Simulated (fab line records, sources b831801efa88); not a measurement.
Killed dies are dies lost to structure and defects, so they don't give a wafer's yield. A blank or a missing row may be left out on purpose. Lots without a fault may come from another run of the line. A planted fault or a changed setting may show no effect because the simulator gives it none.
fab line records | flow sky130
record lots=11 wafers=33 last_day=50
route steps=708 shown NWELL@67 LDD_HVN@271 POLY_CUT@317 PAD_OPEN@708
lots that met no fault: from a run of the same line without faults
start_h: hours from the record's first day to the start of the lot's first wafer shown | wait_h: hours since the lot's step before | " the same as in the row above | L1.1+2: a row that stands for several wafers | - no value, or no start given | * or withheld: withheld | < > ~ a bound
route shown NAME@n: a module of which the file shows steps, and the number in the route of the first | usual: mean/standard deviation of fault-free wafers | same: alike in all rows | chamber/n: place in a boat | sites: the reading at each site | _std_site: their standard deviation | _edge_site: outer sites' mean less inner sites' | radius_mm: how far each site lies from the wafer's centre | mask NAME#n: copy n | behind: the tool/chamber that last shaped the wafer | hold: why the lot was held/for how many hours/how that ended | device: the transistor (n, p or np) that didn't switch | end of line: the same wafers' tests at the end of the route | a step without rows: its recipe alone | killed: dies lost to structure and defects at the first sort, not the wafer's yield | map: a wafer's dies, x killed, . not, _ none there
set.NAME: the setting as run; set.NAME@STEP: as run at that earlier step | model.NAME: the simulator's own value behind a step, which no gauge read
steps of the route over a sample of lots; a table a step, a row a wafer
services: from which hour (start_h, from the record's first day; less than 0 if before it) a tool's chamber was out of use, for how many hours, and why
## steps
# step SKY_NWELL_STRIP_14
# recipe chemistry=O2/N2 power_w=1400 pressure_mtorr=1500 platen_temp_c=withheld o2_flow_sccm=3000 n2_flow_sccm=300 overash_fraction=0.5
# usual drypump_motor_current_A=5.42/0.3 oes_product_au=0.722/0.0044 strip_time_to_endpoint_s=36.91/0.096
# columns lot.wafer tool chamber start_h wait_h drypump_motor_current_A oes_product_au rf_hours_counter_h strip_time_to_endpoint_s
L708.1 plasma_asher-04 0 87.05 0.1 5.10 0.724 27 36.98
L708.2 " 1 " " 5.66 0.719 27 36.93
L708.6 " 0 " " 5.10 0.722 - 37.05
L710.1 plasma_asher-01 0 97.67 0.1 5.56 0.721 41 36.94
L710.3 " 1 " " 5.20 0.725 - 37.03
L710.4 " 0 " " 5.56 0.721 - 37.02
L711.1 plasma_asher-04 0 105.41 0.1 5.08 0.724 29 36.71
L711.2 " 1 " " 5.64 0.728 29 36.87
L711.6 " 0 " " 5.06 0.720 - 36.79
L714.2 plasma_asher-01 0 122.91 0.1 5.55 0.723 44 36.99
L714.5 " 0 " " 5.57 0.720 - 37.03
L714.6 " 1 " " 5.23 0.727 - 37.07
L715.2 plasma_asher-02 1 127.46 0.1 5.89 0.710 43 36.97
L715.3 " 0 " " 5.14 0.725 - 36.88
L715.4 " 1 " " 5.87 0.724 - 36.87
L717.1 plasma_asher-01 0 142.90 0.1 5.57 0.716 46 37.05
L717.2 " 1 " " 5.19 0.717 46 37.19
L717.5 " 0 " " 5.58 0.728 - 37.11
L719.1 plasma_asher-02 1 154.10 0.1 5.86 0.723 46 36.96
L719.2 " 0 " " 5.13 0.721 46 36.88
L719.3 " 0 " " 5.14 0.722 - 36.87
L720.1 plasma_asher-02 1 157.70 0.1 5.88 0.721 46 36.90
L720.4 " 0 " " 5.11 0.722 - 36.87
L720.6 " 1 " " 5.89 0.717 - 36.87
L724.2 plasma_asher-04 1 181.10 0.1 5.63 0.720 38 36.76
L724.4 " 0 " " 5.10 0.721 - 36.90
L724.6 " 0 " " 5.09 0.720 - 36.89
L726.1 plasma_asher-02 0 192.65 0.1 5.13 0.727 51 36.77
L726.5 " 1 " " 5.89 0.723 - 36.81
L726.6 " 0 " " 5.13 0.722 - 36.76
L730.2 plasma_asher-01 1 214.10 0.1 5.22 0.718 50 36.93
L730.4 " 0 " " 5.54 0.727 - 36.82
L730.6 " 0 " " 5.56 0.724 - 36.96
# step SKY_LDD_HVN_EXPOSE_04
# recipe mask_id=HVNTM na=0.6 source_shape=conventional sigma_outer=0.6 polarization=unpolarized target_cd_nm=700 dose_mj=127
# columns lot.wafer tool chamber start_h wait_h mask
L708.1+2+6 iline_stepper-02 0 449.77 - HVNTM#0
L710.1+3+4 iline_stepper-01 0 471.91 - HVNTM#0
L711.1+2+6 iline_stepper-01 0 481.22 - HVNTM#0
L714.2+5+6 iline_stepper-02 0 508.21 - HVNTM#0
L715.2+3+4 iline_stepper-02 0 511.74 - HVNTM#0
L717.1+2+5 iline_stepper-01 0 545.84 - HVNTM#0
L719.1+2+3 iline_stepper-01 0 554.41 - HVNTM#0
L720.1+4+6 iline_stepper-01 0 560.87 - HVNTM#0
L724.2+4+6 iline_stepper-01 0 592.01 - HVNTM#0
L726.1+5+6 iline_stepper-02 0 611.43 - HVNTM#0
L730.2+4+6 iline_stepper-02 0 643.38 - HVNTM#0
# step SKY_LDD_HVN_OVL_MEAS_07
# usual LDD_HVN_OVL=-0.7/1.3
# columns lot.wafer tool chamber start_h wait_h hold LDD_HVN_OVL[nm]
L708.1 overlay-01 - 464.83 0.1 - -0.2
L708.2 " - " " - -1.1
L708.6 " - " " - -0.3
L710.1 overlay-02 - 487.07 0.1 - -2.0
L710.3 " - " " - -3.7
L710.4 " - " " - -2.9
L711.1 overlay-02 - 496.44 0.1 - -0.1
L711.2 " - " " - -1.5
L711.6 " - " " - -1.0
L714.2 overlay-02 - 523.72 0.1 - 0.8
L714.5 " - " " - -0.7
L714.6 " - " " - 0.4
L715.2 overlay-01 - 526.78 0.1 - -1.4
L715.3 " - " " - -0.3
L715.4 " - " " - -0.4
L717.1 overlay-01 - 560.58 0.1 - -1.8
L717.2 " - " " - -2.1
L717.5 " - " " - -2.3
L719.1 overlay-02 - 568.62 0.1 await_dispo/0.2h/release -52.6
L719.2 " - " " await_dispo/0.2h/release -52.9
L719.3 " - " " await_dispo/0.2h/release -53.9
L719.1 overlay-02 - 568.82 0.2 - -53.0
L719.2 " - " " - -53.4
L719.3 " - " " - -54.0
L720.1 overlay-01 - 574.87 0.1 await_dispo/0.2h/release -54.8
L720.4 " - " " await_dispo/0.2h/release -52.9
L720.6 " - " " await_dispo/0.2h/release -54.0
L720.1 overlay-01 - 575.07 0.2 - -56.2
L720.4 " - " " - -53.9
L720.6 " - " " - -54.4
L724.2 overlay-01 - 606.13 0.1 await_dispo/0.2h/release -52.8
L724.4 " - " " await_dispo/0.2h/release -53.6
L724.6 " - " " await_dispo/0.2h/release -52.7
L724.2 overlay-01 - 606.33 0.2 - -53.1
L724.4 " - " " - -54.0
L724.6 " - " " - -53.7
L726.1 overlay-02 - 625.37 0.1 - 0.1
L726.5 " - " " - -1.0
L726.6 " - " " - 0.4
L730.2 overlay-01 - 657.39 0.1 - -0.5
L730.4 " - " " - -2.1
L730.6 " - " " - -1.3
# step SKY_POLY_CUT_ETCH_10
# recipe chemistry=N2/H2 target=BARC ion_energy_ev=200 source_w=500 bias_w=100 pressure_mtorr=30 n2_flow_sccm=100 h2_flow_sccm=200 stop_on=SiO2 time_s=45.9 target_depth_a=600
# usual drypump_motor_current_A=5.7/0.48 oes_product_au=0.856/0.0043 throttle_valve_pct=13.225/0.0084
# columns lot.wafer tool chamber start_h wait_h drypump_motor_current_A oes_product_au rf_hours_counter_h throttle_valve_pct
L708.1 rie_diel-01 2 558.58 0.0 5.0 0.863 19 13.227
L708.2 " 0 " " 5.9 0.858 61 13.222
L708.6 " 1 " " 5.4 0.858 - 13.215
L710.1 rie_diel-03 0 580.33 0.0 5.8 0.850 8 13.233
L710.3 " 1 " " 6.1 0.857 4 13.212
L710.4 " 3 " " 6.6 0.849 62 13.223
L711.1 rie_diel-02 2 588.17 0.0 5.1 0.854 3 13.217
L711.2 " 3 " " 5.5 0.854 21 13.233
L711.6 " 1 " " 5.5 0.859 - 13.201
L714.2 rie_diel-01 2 615.73 0.0 5.0 0.849 20 13.222
L714.5 " 1 " " 5.4 0.857 - 13.236
L714.6 " 0 " " 5.8 0.858 - 13.219
L715.2 rie_diel-01 2 617.42 0.0 5.0 0.854 20 13.208
L715.3 " 0 " " 5.9 0.852 62 13.239
L715.4 " 1 " " 5.4 0.859 2 13.237
L717.1 rie_diel-01 2 651.52 0.0 5.0 0.859 21 13.240
L717.2 " 1 " " 5.4 0.853 2 13.222
L717.5 " 1 " " 5.4 0.857 - 13.218
L719.1 rie_diel-03 0 658.47 0.0 5.8 0.852 8 13.220
L719.2 " 3 " " 6.7 0.851 63 13.230
L719.3 " 1 " " 6.1 0.859 6 13.221
L720.1 rie_diel-03 3 665.77 0.0 6.7 0.853 63 13.223
L720.4 " 0 " " 5.8 0.852 - 13.213
L720.6 " 3 " " 6.7 0.852 - 13.223
L724.2 rie_diel-03 2 697.44 0.0 5.4 0.858 5 13.227
L724.4 " 0 " " 5.8 0.859 9 13.217
L724.6 " 1 " " 6.1 0.856 - 13.220
L726.1 rie_diel-02 0 713.53 0.0 5.9 0.858 37 13.230
L726.5 " 2 " " 5.0 0.862 - 13.226
L726.6 " 1 " " 5.5 0.851 - 13.229
L730.2 rie_diel-01 1 744.28 0.0 5.4 0.858 5 13.236
L730.4 " 0 " " 5.9 0.847 1 13.229
L730.6 " 1 " " 5.4 0.858 - 13.228
# step SKY_POLY_CUT_STRIP_12
# recipe chemistry=O2/N2 power_w=1400 pressure_mtorr=1500 platen_temp_c=withheld o2_flow_sccm=3000 n2_flow_sccm=300 overash_fraction=0.5
# usual drypump_motor_current_A=5.5/0.33 oes_product_au=0.451/0.0043 strip_time_to_endpoint_s=5.329/0.017
# columns lot.wafer tool chamber start_h wait_h drypump_motor_current_A oes_product_au rf_hours_counter_h strip_time_to_endpoint_s
L708.1 plasma_asher-03 1 558.66 0.0 6.1 0.451 43 5.329
L708.2 " 0 " " 5.7 0.451 43 5.331
L708.6 " 1 " " 6.1 0.450 - 5.325
L710.1 plasma_asher-01 1 580.41 0.0 5.2 0.451 14 5.359
L710.3 " 0 " " 5.6 0.451 - 5.313
L710.4 " 1 " " 5.2 0.448 - 5.347
L711.1 plasma_asher-02 0 588.25 0.0 5.1 0.442 89 5.313
L711.2 " 1 " " 5.9 0.449 89 5.324
L711.6 " 0 " " 5.2 0.449 - 5.329
L714.2 plasma_asher-01 1 615.81 0.0 5.2 0.450 18 5.301
L714.5 " 1 " " 5.2 0.446 - 5.308
L714.6 " 0 " " 5.6 0.451 - 5.320
L715.2 plasma_asher-01 1 617.50 0.0 5.2 0.449 18 5.312
L715.3 " 1 " " 5.2 0.448 - 5.340
L715.4 " 0 " " 5.6 0.455 - 5.299
L717.1 plasma_asher-03 0 651.60 0.0 5.7 0.454 52 5.339
L717.2 " 1 " " 6.1 0.452 52 5.346
L717.5 " 0 " " 5.7 0.459 - 5.360
L719.1 plasma_asher-01 1 658.55 0.0 5.2 0.446 22 5.369
L719.2 " 0 " " 5.5 0.449 22 5.349
L719.3 " 0 " " 5.6 0.445 - 5.346
L720.1 plasma_asher-03 0 665.85 0.0 5.7 0.455 54 5.337
L720.4 " 1 " " 6.1 0.451 - 5.323
L720.6 " 0 " " 5.7 0.449 - 5.346
L724.2 plasma_asher-02 1 697.52 0.0 5.9 0.445 99 5.331
L724.4 " 0 " " 5.1 0.452 - 5.317
L724.6 " 1 " " 5.8 0.454 - 5.324
L726.1 plasma_asher-01 0 713.61 0.0 5.5 0.450 28 5.341
L726.5 " 0 " " 5.6 0.447 - 5.334
L726.6 " 1 " " 5.2 0.455 - 5.329
L730.2 plasma_asher-02 1 744.36 0.0 5.9 0.452 0 5.312
L730.4 " 0 " " 5.1 0.453 - 5.317
L730.6 " 0 " " 5.1 0.442 - 5.303
# step SKY_PAD_OPEN_PROBE_99
# usual killed_at_M0_to_M3=44/7.3 killed_at_M4_up=3.3/1.8 killed_at_contacts=24/5.3 killed_at_front_end=16/5 killed_at_other=0.2/0.51 killed_dies=87/10 killed_open=47/7.5 killed_short=40/6.3
# same gross_dies=492 killed_at_back_side=0
# columns lot.wafer tool chamber start_h wait_h killed_at_M0_to_M3 killed_at_M4_up killed_at_contacts killed_at_front_end killed_at_other killed_dies killed_open killed_short
L724.6 prober-02 - 1176.50 0.2 52 4 37 15 0 108 58 50
# killed by level:class
L724.6 VIA1:geometric_particle:open=12 LI_CONTACT:geometric_particle:open=11 CONTACT:geometric_particle:open=10 CONTACT:geometric_particle:short=9 METAL2:geometric_particle:short=8 VIA3:geometric_particle:open=8 VIA2:geometric_particle:open=6 METAL3:geometric_particle:short=6
## services
# columns tool chamber start_h hours kind
iline_stepper-01 - 72.34 7.9 repair
plasma_asher-02 - 123.66 3.7 repair
iline_stepper-01 - 125.92 1.7 pm
iline_stepper-02 - 131.92 4.4 pm
plasma_asher-01 - 145.38 26.5 repair
plasma_asher-02 - 197.02 3.7 repair
rie_diel-01 2 197.26 6.3 repair
iline_stepper-02 - 207.30 5.4 repair
plasma_asher-02 - 219.82 1.9 repair
plasma_asher-01 - 252.02 6.7 repair
rie_diel-01 2 254.13 4.8 repair
plasma_asher-01 - 262.16 1.1 repair
rie_diel-01 1 301.29 14.5 repair
iline_stepper-01 - 344.09 1.7 pm
iline_stepper-01 - 376.80 11.2 repair
plasma_asher-01 - 421.25 9.0 pm
iline_stepper-01 - 456.75 6.2 repair
plasma_asher-01 - 559.42 6.5 repair
iline_stepper-01 - 562.31 1.7 pm
plasma_asher-02 - 636.01 2.1 repair
plasma_asher-01 - 650.34 3.3 repair
plasma_asher-02 - 672.43 3.5 repair
iline_stepper-01 - 701.48 19.6 repair
plasma_asher-02 - 733.75 9.0 pm
## key
first_sign step=SKY_LDD_HVN_OVL_MEAS_07 reading=visit direction=added
effect step=SKY_LDD_HVN_OVL_MEAS_07 reading=LDD_HVN_OVL direction=down sigmas=42 usual=-0.7 struck=-53.4
met_at SKY_LDD_HVN_EXPOSE_04
struck_lots L719,L720,L724
tester_left_out L719,L720,L724
not_acting_at SKY_NWELL_STRIP_14,SKY_POLY_CUT_ETCH_10,SKY_POLY_CUT_STRIP_12
onset_between 545.84 554.41
fault kind=scanner_matching_overlay tool=iline_stepper-01 chamber=- onset_h=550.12 steps=SKY_LDD_HVN_EXPOSE_04 offset=-53.5
# tester_left_out: of these lots the tester's yield and bins aren't shown, on N5 and GAA mostly nor the transistor test; their killed dies are dies lost to structure and defects alone, not to doping, threshold or leakage, so they don't give the yield
